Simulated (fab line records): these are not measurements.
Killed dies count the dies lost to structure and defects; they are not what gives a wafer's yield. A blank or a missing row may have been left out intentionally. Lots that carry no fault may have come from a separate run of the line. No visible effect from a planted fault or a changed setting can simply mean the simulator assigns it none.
Which tool was responsible? / flow gf180mcu / 72 wafers from 24 lots sampled at 5 of the route's 602 steps

WHAT EACH GAUGE READ, for each wafer
GF_LVPWELL_TW_MEAS_11. Usual: LVPWELL_TW 557, standard deviation 3.6.
lot=L074; measured=day 3 20:56; on=filmMetro-03; LVPWELL_TW=556 561 556; flag=
lot=L075; measured=day 4 02:48; on=filmMetro-01; LVPWELL_TW=558 561 556; flag=
lot=L076; measured=day 4 10:39; on=filmMetro-04; LVPWELL_TW=553 553 553; flag=
lot=L077; measured=day 4 13:16; on=filmMetro-03; LVPWELL_TW=557 557 559; flag=
lot=L078; measured=day 4 19:55; on=filmMetro-04; LVPWELL_TW=555 555 555; flag=
lot=L079; measured=day 5 04:11; on=filmMetro-01; LVPWELL_TW=559 562 562; flag=
lot=L080; measured=day 5 07:43; on=filmMetro-01; LVPWELL_TW=561 563 564; flag=
lot=L081; measured=day 5 13:58; on=filmMetro-04; LVPWELL_TW=553 556 552; flag=
lot=L082; measured=day 5 20:19; on=filmMetro-04; LVPWELL_TW=551 552 552; flag=
lot=L083; measured=day 6 01:14; on=filmMetro-04; LVPWELL_TW=555 555 554; flag=
lot=L084; measured=day 6 07:49; on=filmMetro-03; LVPWELL_TW=554 553 556; flag=
lot=L085; measured=day 6 10:41; on=filmMetro-04; LVPWELL_TW=559 553 554; flag=
lot=L086; measured=day 6 20:19; on=filmMetro-01; LVPWELL_TW=561 561 560; flag=
lot=L087; measured=day 7 00:20; on=filmMetro-04; LVPWELL_TW=559 558 555; flag=
lot=L088; measured=day 7 04:00; on=filmMetro-01; LVPWELL_TW=561 560 562; flag=
lot=L089; measured=day 7 09:34; on=filmMetro-01; LVPWELL_TW=564 558 559; flag=
lot=L090; measured=day 7 16:25; on=filmMetro-03; LVPWELL_TW=553 553 552; flag=
lot=L091; measured=day 7 21:33; on=filmMetro-04; LVPWELL_TW=551 550 555; flag=
lot=L092; measured=day 8 02:06; on=filmMetro-01; LVPWELL_TW=563 562 559; flag=
lot=L093; measured=day 8 06:11; on=filmMetro-04; LVPWELL_TW=554 559 550; flag=
lot=L094; measured=day 8 16:01; on=filmMetro-03; LVPWELL_TW=560 563 558; flag=
lot=L095; measured=day 8 19:49; on=filmMetro-01; LVPWELL_TW=561 558 562; flag=
lot=L096; measured=day 8 23:37; on=filmMetro-01; LVPWELL_TW=562 561 559; flag=
lot=L097; measured=day 9 05:55; on=filmMetro-03; LVPWELL_TW=557 553 554; flag=

GF_M2_CD_MEAS_14 targets a cd of 280 nm. Usual: cdNm 280.0 nm, standard deviation 1.
lot=L074; measured=day 19 03:16; on=cdSem-02; cdNm (nm)=280.0 279.1 279.6; flag=
lot=L075; measured=day 19 14:04; on=cdSem-01; cdNm (nm)=276.8 278.6 278.5; flag=
lot=L076; measured=day 20 04:51; on=cdSem-01; cdNm (nm)=281.2 279.5 279.4; flag=
lot=L077; measured=day 20 08:08; on=cdSem-02; cdNm (nm)=279.1 279.4 278.3; flag=
lot=L078; measured=day 21 00:32; on=cdSem-02; cdNm (nm)=279.7 279.5 280.5; flag=
lot=L079; measured=day 21 11:13; on=cdSem-02; cdNm (nm)=281.7 281.0 279.9; flag=
lot=L080; measured=day 21 21:22; on=cdSem-01; cdNm (nm)=278.8 278.6 279.7; flag=
lot=L081; measured=day 22 02:11; on=cdSem-01; cdNm (nm)=280.0 280.7 280.1; flag=
lot=L082; measured=day 22 07:32; on=cdSem-01; cdNm (nm)=281.9 280.5 279.9; flag=
lot=L083; measured=day 22 18:58; on=cdSem-02; cdNm (nm)=281.6 280.1 280.7; flag=
lot=L084; measured=day 23 01:29; on=cdSem-02; cdNm (nm)=279.9 280.4 280.5; flag=
lot=L085; measured=day 23 06:32; on=cdSem-02; cdNm (nm)=279.7 280.3 280.7; flag=
lot=L086; measured=day 23 22:53; on=cdSem-01; cdNm (nm)=279.4 280.3 279.0; flag=
lot=L087; measured=day 24 03:11; on=cdSem-02; cdNm (nm)=281.8 281.6 281.5; flag=
lot=L088; measured=day 24 09:37; on=cdSem-02; cdNm (nm)=281.7 281.0 281.3; flag=
lot=L089; measured=day 24 16:31; on=cdSem-01; cdNm (nm)=281.0 281.4 280.0; flag=
lot=L090; measured=day 25 01:23; on=cdSem-01; cdNm (nm)=280.0 279.0 279.6; flag=
lot=L091; measured=day 25 06:15; on=cdSem-01; cdNm (nm)=280.5 279.9 280.2; flag=
lot=L092; measured=day 25 14:21; on=cdSem-01; cdNm (nm)=279.6 281.6 280.2; flag=
lot=L093; measured=day 25 22:22; on=cdSem-02; cdNm (nm)=278.6 279.6 278.5; flag=
lot=L094; measured=day 26 08:36; on=cdSem-02; cdNm (nm)=279.9 280.3 279.9; flag=
lot=L095; measured=day 26 12:09; on=cdSem-02; cdNm (nm)=280.4 281.0 280.0; flag=
lot=L096; measured=day 26 15:17; on=cdSem-02; cdNm (nm)=279.3 279.6 280.1; flag=
lot=L097; measured=day 27 02:41; on=cdSem-01; cdNm (nm)=280.9 279.7 279.0; flag=

GF_V2_BOW_MEAS_05. Usual: V2_BOW 98 um, standard deviation 7.8.
lot=L074; measured=day 19 04:39; on=filmMetro-04; V2_BOW (um)=100 95 96; flag=
lot=L075; measured=day 19 15:30; on=filmMetro-01; V2_BOW (um)=93 93 100; flag=
lot=L076; measured=day 20 06:22; on=filmMetro-01; V2_BOW (um)=88 107 95; flag=
lot=L077; measured=day 20 09:29; on=filmMetro-04; V2_BOW (um)=94 93 114; flag=
lot=L078; measured=day 21 01:55; on=filmMetro-01; V2_BOW (um)=87 98 108; flag=
lot=L079; measured=day 21 12:42; on=filmMetro-04; V2_BOW (um)=90 105 110; flag=
lot=L080; measured=day 21 22:44; on=filmMetro-04; V2_BOW (um)=90 95 92; flag=
lot=L081; measured=day 22 03:34; on=filmMetro-04; V2_BOW (um)=90 88 96; flag=
lot=L082; measured=day 22 08:53; on=filmMetro-01; V2_BOW (um)=109 115 100; flag=
lot=L083; measured=day 22 20:26; on=filmMetro-01; V2_BOW (um)=104 105 107; flag=
lot=L084; measured=day 23 02:56; on=filmMetro-04; V2_BOW (um)=109 100 97; flag=
lot=L085; measured=day 23 07:56; on=filmMetro-03; V2_BOW (um)=95 102 93; flag=
lot=L086; measured=day 24 00:20; on=filmMetro-03; V2_BOW (um)=99 101 100; flag=
lot=L087; measured=day 24 04:37; on=filmMetro-01; V2_BOW (um)=93 86 100; flag=
lot=L088; measured=day 24 11:01; on=filmMetro-03; V2_BOW (um)=95 107 95; flag=
lot=L089; measured=day 24 18:13; on=filmMetro-01; V2_BOW (um)=107 114 112; flag=
lot=L090; measured=day 25 03:11; on=filmMetro-01; V2_BOW (um)=91 84 89; flag=
lot=L091; measured=day 25 08:03; on=filmMetro-01; V2_BOW (um)=105 98 105; flag=
lot=L092; measured=day 25 15:51; on=filmMetro-04; V2_BOW (um)=97 97 98; flag=
lot=L093; measured=day 25 23:47; on=filmMetro-04; V2_BOW (um)=97 96 92; flag=
lot=L094; measured=day 26 09:58; on=filmMetro-01; V2_BOW (um)=91 112 100; flag=
lot=L095; measured=day 26 13:34; on=filmMetro-03; V2_BOW (um)=93 94 92; flag=
lot=L096; measured=day 26 16:41; on=filmMetro-01; V2_BOW (um)=99 108 106; flag=
lot=L097; measured=day 27 04:05; on=filmMetro-04; V2_BOW (um)=92 104 88; flag=

TOOL THAT RAN EACH LOT (tool first, then ch and the chambers of the sampled wafers, then the start)
lot=L074; GF_CONTACT_CMP_04=cmp-01 ch 0,2,3, day 15 02:19; GF_V1_CMP_04=cmp-02 ch 0,1,2, day 17 03:07
lot=L075; GF_CONTACT_CMP_04=cmp-02 ch 0,1,3, day 15 15:11; GF_V1_CMP_04=cmp-02 ch 0,1,3, day 17 13:06
lot=L076; GF_CONTACT_CMP_04=cmp-02 ch 0,2, day 16 00:19; GF_V1_CMP_04=cmp-02 ch 0,2,3, day 18 02:23
lot=L077; GF_CONTACT_CMP_04=cmp-02 ch 0,1,2, day 16 04:49; GF_V1_CMP_04=cmp-02 ch 1,2,3, day 18 05:41
lot=L078; GF_CONTACT_CMP_04=cmp-02 ch 1,2,3, day 16 22:10; GF_V1_CMP_04=cmp-02 ch 0,1, day 18 21:41
lot=L079; GF_CONTACT_CMP_04=cmp-02 ch 0,1,2, day 17 07:03; GF_V1_CMP_04=cmp-01 ch 0,1,3, day 19 08:45
lot=L080; GF_CONTACT_CMP_04=cmp-02 ch 0,1,3, day 17 17:04; GF_V1_CMP_04=cmp-02 ch 2,3, day 19 19:06
lot=L081; GF_CONTACT_CMP_04=cmp-02 ch 0,1,2, day 17 21:17; GF_V1_CMP_04=cmp-02 ch 0,1,2, day 20 00:06
lot=L082; GF_CONTACT_CMP_04=cmp-02 ch 1,2,3, day 18 02:05; GF_V1_CMP_04=cmp-01 ch 1,2,3, day 20 05:39
lot=L083; GF_CONTACT_CMP_04=cmp-02 ch 1,3, day 18 14:06; GF_V1_CMP_04=cmp-01 ch 0,2, day 20 17:07
lot=L084; GF_CONTACT_CMP_04=cmp-02 ch 0,2,3, day 18 21:26; GF_V1_CMP_04=cmp-02 ch 0,1,2, day 21 00:20
lot=L085; GF_CONTACT_CMP_04=cmp-01 ch 0,1, day 19 01:37; GF_V1_CMP_04=cmp-01 ch 0,1,2, day 21 05:26
lot=L086; GF_CONTACT_CMP_04=cmp-01 ch 1,3, day 19 19:37; GF_V1_CMP_04=cmp-01 ch 0,3, day 21 22:28
lot=L087; GF_CONTACT_CMP_04=cmp-01 ch 1,2, day 19 23:14; GF_V1_CMP_04=cmp-02 ch 1,3, day 22 02:59
lot=L088; GF_CONTACT_CMP_04=cmp-01 ch 1,2,3, day 20 07:52; GF_V1_CMP_04=cmp-01 ch 0,3, day 22 10:03
lot=L089; GF_CONTACT_CMP_04=cmp-01 ch 0,1, day 20 15:02; GF_V1_CMP_04=cmp-01 ch 0,2, day 22 16:49
lot=L090; GF_CONTACT_CMP_04=cmp-01 ch 0,2,3, day 20 23:55; GF_V1_CMP_04=cmp-01 ch 1,2,3, day 23 02:21
lot=L091; GF_CONTACT_CMP_04=cmp-02 ch 1,2,3, day 21 05:40; GF_V1_CMP_04=cmp-02 ch 2,3, day 23 08:00
lot=L092; GF_CONTACT_CMP_04=cmp-01 ch 0,2,3, day 21 15:50; GF_V1_CMP_04=cmp-02 ch 0,1,3, day 23 16:55
lot=L093; GF_CONTACT_CMP_04=cmp-02 ch 1,2,3, day 21 23:26; GF_V1_CMP_04=cmp-02 ch 0,2,3, day 24 00:40
lot=L094; GF_CONTACT_CMP_04=cmp-02 ch 0,1, day 22 10:45; GF_V1_CMP_04=cmp-01 ch 0,1,2, day 24 11:30
lot=L095; GF_CONTACT_CMP_04=cmp-01 ch 0,1,2, day 22 13:52; GF_V1_CMP_04=cmp-01 ch 0,2,3, day 24 14:42
lot=L096; GF_CONTACT_CMP_04=cmp-01 ch 0,2,3, day 22 17:09; GF_V1_CMP_04=cmp-01 ch 0,2, day 24 18:17
lot=L097; GF_CONTACT_CMP_04=cmp-02 ch 0,1,3, day 23 08:21; GF_V1_CMP_04=cmp-01 ch 0,2, day 25 06:57
- GF_CONTACT_CMP_04: polishes SiO2.
- GF_V1_CMP_04: polishes SiO2.

WHAT THE TOOLS THEMSELVES READ (means of the sampled wafers that have a number; where no wafer has one, the mark that the record gives instead)
GF_CONTACT_CMP_04. Usual: motorCurrentA 12.0 A, standard deviation 0.93; timeToEndpointS 113 s, standard deviation 6.9.
lot=L074; tool=cmp-01; motorCurrentA (A)=11.0; timeToEndpointS (s)=113; flag=
lot=L075; tool=cmp-02; motorCurrentA (A)=12.6; timeToEndpointS (s)=117; flag=
lot=L076; tool=cmp-02; motorCurrentA (A)=11.7; timeToEndpointS (s)=122; flag=
lot=L077; tool=cmp-02; motorCurrentA (A)=11.7; timeToEndpointS (s)=111; flag=
lot=L078; tool=cmp-02; motorCurrentA (A)=11.9; timeToEndpointS (s)=121; flag=
lot=L079; tool=cmp-02; motorCurrentA (A)=11.8; timeToEndpointS (s)=113; flag=
lot=L080; tool=cmp-02; motorCurrentA (A)=12.7; timeToEndpointS (s)=116; flag=
lot=L081; tool=cmp-02; motorCurrentA (A)=12.3; timeToEndpointS (s)=121; flag=
lot=L082; tool=cmp-02; motorCurrentA (A)=12.4; timeToEndpointS (s)=116; flag=
lot=L083; tool=cmp-02; motorCurrentA (A)=12.8; timeToEndpointS (s)=111; flag=
lot=L084; tool=cmp-02; motorCurrentA (A)=12.3; timeToEndpointS (s)=117; flag=
lot=L085; tool=cmp-01; motorCurrentA (A)=11.7; timeToEndpointS (s)=111; flag=
lot=L086; tool=cmp-01; motorCurrentA (A)=11.5; timeToEndpointS (s)=113; flag=
lot=L087; tool=cmp-01; motorCurrentA (A)=12.6; timeToEndpointS (s)=114; flag=
lot=L088; tool=cmp-01; motorCurrentA (A)=11.7; timeToEndpointS (s)=110; flag=
lot=L089; tool=cmp-01; motorCurrentA (A)=11.5; timeToEndpointS (s)=107; flag=
lot=L090; tool=cmp-01; motorCurrentA (A)=10.9; timeToEndpointS (s)=106; flag=
lot=L091; tool=cmp-02; motorCurrentA (A)=12.4; timeToEndpointS (s)=110; flag=
lot=L092; tool=cmp-01; motorCurrentA (A)=11.2; timeToEndpointS (s)=107; flag=
lot=L093; tool=cmp-02; motorCurrentA (A)=12.0; timeToEndpointS (s)=110; flag=
lot=L094; tool=cmp-02; motorCurrentA (A)=12.8; timeToEndpointS (s)=120; flag=
lot=L095; tool=cmp-01; motorCurrentA (A)=11.5; timeToEndpointS (s)=114; flag=
lot=L096; tool=cmp-01; motorCurrentA (A)=11.4; timeToEndpointS (s)=112; flag=
lot=L097; tool=cmp-02; motorCurrentA (A)=12.8; timeToEndpointS (s)=117; flag=

GF_V1_CMP_04. Usual: motorCurrentA 11.9 A, standard deviation 0.85; timeToEndpointS 82 s, standard deviation 6.4.
lot=L074; tool=cmp-02; motorCurrentA (A)=12.1; timeToEndpointS (s)=86; flag=
lot=L075; tool=cmp-02; motorCurrentA (A)=12.3; timeToEndpointS (s)=82; flag=
lot=L076; tool=cmp-02; motorCurrentA (A)=12.1; timeToEndpointS (s)=83; flag=
lot=L077; tool=cmp-02; motorCurrentA (A)=12.7; timeToEndpointS (s)=86; flag=
lot=L078; tool=cmp-02; motorCurrentA (A)=12.7; timeToEndpointS (s)=85; flag=
lot=L079; tool=cmp-01; motorCurrentA (A)=11.3; timeToEndpointS (s)=80; flag=
lot=L080; tool=cmp-02; motorCurrentA (A)=11.7; timeToEndpointS (s)=89; flag=
lot=L081; tool=cmp-02; motorCurrentA (A)=12.0; timeToEndpointS (s)=88; flag=
lot=L082; tool=cmp-01; motorCurrentA (A)=11.7; timeToEndpointS (s)=79; flag=
lot=L083; tool=cmp-01; motorCurrentA (A)=11.5; timeToEndpointS (s)=80; flag=
lot=L084; tool=cmp-02; motorCurrentA (A)=12.1; timeToEndpointS (s)=89; flag=
lot=L085; tool=cmp-01; motorCurrentA (A)=12.1; timeToEndpointS (s)=83; flag=
lot=L086; tool=cmp-01; motorCurrentA (A)=10.7; timeToEndpointS (s)=74; flag=
lot=L087; tool=cmp-02; motorCurrentA (A)=13.0; timeToEndpointS (s)=84; flag=
lot=L088; tool=cmp-01; motorCurrentA (A)=10.9; timeToEndpointS (s)=79; flag=
lot=L089; tool=cmp-01; motorCurrentA (A)=11.5; timeToEndpointS (s)=86; flag=
lot=L090; tool=cmp-01; motorCurrentA (A)=11.5; timeToEndpointS (s)=81; flag=
lot=L091; tool=cmp-02; motorCurrentA (A)=12.1; timeToEndpointS (s)=88; flag=
lot=L092; tool=cmp-02; motorCurrentA (A)=12.8; timeToEndpointS (s)=78; flag=
lot=L093; tool=cmp-02; motorCurrentA (A)=11.9; timeToEndpointS (s)=82; flag=
lot=L094; tool=cmp-01; motorCurrentA (A)=11.5; timeToEndpointS (s)=84; flag=
lot=L095; tool=cmp-01; motorCurrentA (A)=11.4; timeToEndpointS (s)=77; flag=
lot=L096; tool=cmp-01; motorCurrentA (A)=11.6; timeToEndpointS (s)=73; flag=
lot=L097; tool=cmp-01; motorCurrentA (A)=11.6; timeToEndpointS (s)=79; flag=

THE ANSWER, worked out from the rows above alone
Rule: a lot counts as off when the mean over its wafers that have a number is more than 3 standard deviations away from the usual mean. A lot without any number at a reading at which 4 lots or more have one is off too. Any other lot the step has rows for is counted as sound. First the gauges in route order, then the tools' own readings, where a lot's mean is used as printed above. At the first step where some lot is off, the reading lying furthest off is the one used; lots without a number count as furthest.
Across all readings shown, no lot is off: no conclusion can be drawn from this.

WHAT THE SIMULATOR HAD INSERTED
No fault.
